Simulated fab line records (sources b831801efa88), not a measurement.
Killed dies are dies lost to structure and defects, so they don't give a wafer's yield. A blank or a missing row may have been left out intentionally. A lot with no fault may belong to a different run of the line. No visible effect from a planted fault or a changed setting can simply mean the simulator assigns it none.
Commonality check across tools	flow gf180mcu	15 lots, 45 wafers sampled

== WHY THIS WAS OPENED ==
Of 15 lots, 3 have the reading LVPWELL_TW flagged at GF_LVPWELL_TW_MEAS_11. No-fault wafers: 556, standard deviation 4.
Rule: a lot is flagged when every wafer of it that has a number lies more than 4 standard deviations from that mean, or none has a number. The other lots count as sound.

lot	measured	on	LVPWELL_TW, wafer by wafer	flag
L333	day 3 22:19	film-metro-02	562 561 563	
L334	day 4 03:11	film-metro-02	560 562 559	
L335	day 4 06:14	film-metro-02	564 559 561	
L336	day 4 12:12	film-metro-04	553 555 554	
L339	day 5 05:58	film-metro-03	553 552 554	
L340	day 5 12:38	film-metro-03	551 550 551	
L344	day 6 11:35	film-metro-03	1596 1585 1580	FLAGGED
L345	day 6 15:41	film-metro-02	1601 1594 1606	FLAGGED
L346	day 6 21:36	film-metro-04	1580 1585 1574	FLAGGED
L350	day 7 20:41	film-metro-03	552 547 552	
L351	day 8 01:56	film-metro-04	554 552 554	
L352	day 8 07:09	film-metro-03	554 555 553	
L354	day 8 17:57	film-metro-03	553 555 554	
L355	day 8 23:38	film-metro-03	553 555 554	
L356	day 9 05:52	film-metro-03	549 552 555	
Flagged lots average 1589: +1033 relative to the usual, that is +99 or more standard deviations.

== WHICH TOOL EACH LOT WENT THROUGH ==
The record keeps 1 process step preceding the reading, out of 602 steps on the route. Read each cell as the tool, then ch plus the chambers that the sampled wafers visited, then the start.
lot	flag	GF_NWELL_COAT_02
L333		litho-track-01 ch 0, day 3 02:57
L334		litho-track-02 ch 0, day 3 06:58
L335		litho-track-04 ch 0, day 3 10:17
L336		litho-track-02 ch 0, day 3 15:34
L339		litho-track-02 ch 0, day 4 08:38
L340		litho-track-01 ch 0, day 4 14:34
L344	FLAGGED	litho-track-01, day 5 12:52
L345	FLAGGED	litho-track-02, day 5 17:08
L346	FLAGGED	litho-track-01, day 5 21:55
L350		litho-track-02 ch 0, day 6 20:26
L351		litho-track-02 ch 0, day 7 02:08
L352		litho-track-04 ch 0, day 7 06:21
L354		litho-track-04 ch 0, day 7 16:42
L355		litho-track-01 ch 0, day 7 22:25
L356		litho-track-04 ch 0, day 8 03:30
What these steps do:
- GF_NWELL_COAT_02: resist thk 3000 nm.
- GF_LVPWELL_TW_MEAS_11

== FLAGGED OVER TOTAL, TOOL BY TOOL (the gauges that took the reading come last) ==
step	tool	lots run	flagged	share of the flagged lots	sound lots run after its first flagged lot
GF_NWELL_COAT_02	litho-track-01	5	2	some	1 (L355)
GF_NWELL_COAT_02	litho-track-02	6	1	some	2 (L350,L351)
GF_NWELL_COAT_02	litho-track-04	4	0	none	-
GF_LVPWELL_TW_MEAS_11	film-metro-02	4	1	some	0
GF_LVPWELL_TW_MEAS_11	film-metro-03	8	1	some	5 (L350,L352,L354,L355,L356)
GF_LVPWELL_TW_MEAS_11	film-metro-04	3	1	some	1 (L351)

== WHAT THE TABLE ALLOWS ==
No row of the table ran every flagged lot.

== WHAT HAD BEEN PUT IN BY THE SIMULATOR ==
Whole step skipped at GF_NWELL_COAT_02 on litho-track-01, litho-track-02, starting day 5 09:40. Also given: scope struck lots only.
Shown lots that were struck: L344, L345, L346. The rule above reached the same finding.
